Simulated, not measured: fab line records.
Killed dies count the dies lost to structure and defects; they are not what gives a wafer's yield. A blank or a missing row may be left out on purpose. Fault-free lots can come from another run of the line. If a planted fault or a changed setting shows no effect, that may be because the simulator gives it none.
Chamber matching | flow gf180mcu | GF_STI_ETCH_14 on rie-si-01 has 4 sister chambers
The step etches Si in HBr/Cl2/O2, target depth 360 nm, time 102.9 s. 14 wafers are shown with their chamber, then 7 later ones without.

## WAFERS PAIRED WITH THEIR CHAMBERS
wafer  | chamber | drypump-motor-current-A (A) | oes-product-au (a.u.) | throttle-valve-pct (%)
L495.1 | 1       | 6.07                        | 1.009                 | 25.648
L495.2 | 3       | 6.35                        | 0.991                 | 25.673
L495.4 | 2       | 6.37                        | 0.985                 | 25.666
L496.1 | 1       | 6.11                        | 1.004                 | 25.642
L496.3 | 0       | 6.12                        | 0.982                 | 25.679
L496.5 | 2       | 6.38                        | 0.984                 | 25.661
L498.2 | 2       | 6.37                        | 0.996                 | 25.672
L498.4 | 1       | 6.10                        | 1.019                 | 25.643
L498.5 | 0       | 6.07                        | 1.009                 | 25.652
L500.1 | 0       | 6.08                        | 1.007                 | 25.661
L500.2 | 1       | 6.09                        | 1.010                 | 25.659
L500.5 | 1       | 6.11                        | 1.015                 | 25.644
L506.1 | 2       | 6.38                        | 0.994                 | 25.670
L506.2 | 3       | 6.38                        | 0.992                 | 25.663

SIGNATURES (averages over the wafers above)
reading                 | chamber 0 | chamber 1 | chamber 2 | chamber 3 | scatter within a chamber
drypump-motor-current-A | 6.0900    | 6.0960    | 6.3750    | 6.3650    | 0.0175
oes-product-au          | 0.99933   | 1.01140   | 0.98975   | 0.99150   | 0.00836
throttle-valve-pct      | 25.66400  | 25.64720  | 25.66725  | 25.66800  | 0.00833
Rule: a wafer lies at a distance from a chamber equal to the root of the sum of squares, over the readings, of (its reading less the chamber's mean, divided by the reading's scatter). If the next closest chamber is less than 2 further off than the closest, the wafer can't be placed; otherwise it belongs to the closest. The scatter is the square root of a quotient: the sum, over the shown wafers, of each reading's squared deviation from its chamber's mean, divided by wafers minus chambers.

## WAFERS WITHOUT THEIR CHAMBER
wafer  | drypump-motor-current-A (A) | oes-product-au (a.u.) | throttle-valve-pct (%)
L506.6 | 6.36                        | 0.988                 | 25.675
L509.1 | 6.11                        | 1.001                 | 25.649
L509.4 | 6.36                        | 0.996                 | 25.640
L509.5 | 6.38                        | 0.992                 | 25.664
L512.1 | 6.31                        | 0.993                 | 25.669
L512.3 | 6.38                        | 0.990                 | 25.659
L512.5 | 6.37                        | 1.000                 | 25.667

## CHAMBER TAKEN BY EACH
wafer  | from the rows above     | in truth
L506.6 | can't be placed: 3 or 2 | 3
L509.1 | can't be placed: 1 or 0 | 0
L509.4 | can't be placed: 3 or 2 | 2
L509.5 | can't be placed: 2 or 3 | 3
L512.1 | can't be placed: 3 or 2 | 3
L512.3 | can't be placed: 2 or 3 | 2
L512.5 | can't be placed: 3 or 2 | 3
0 of 7 placed correctly. These rows do not allow placing 7 (true chamber among the candidates in 7). Number placed wrongly: 0.
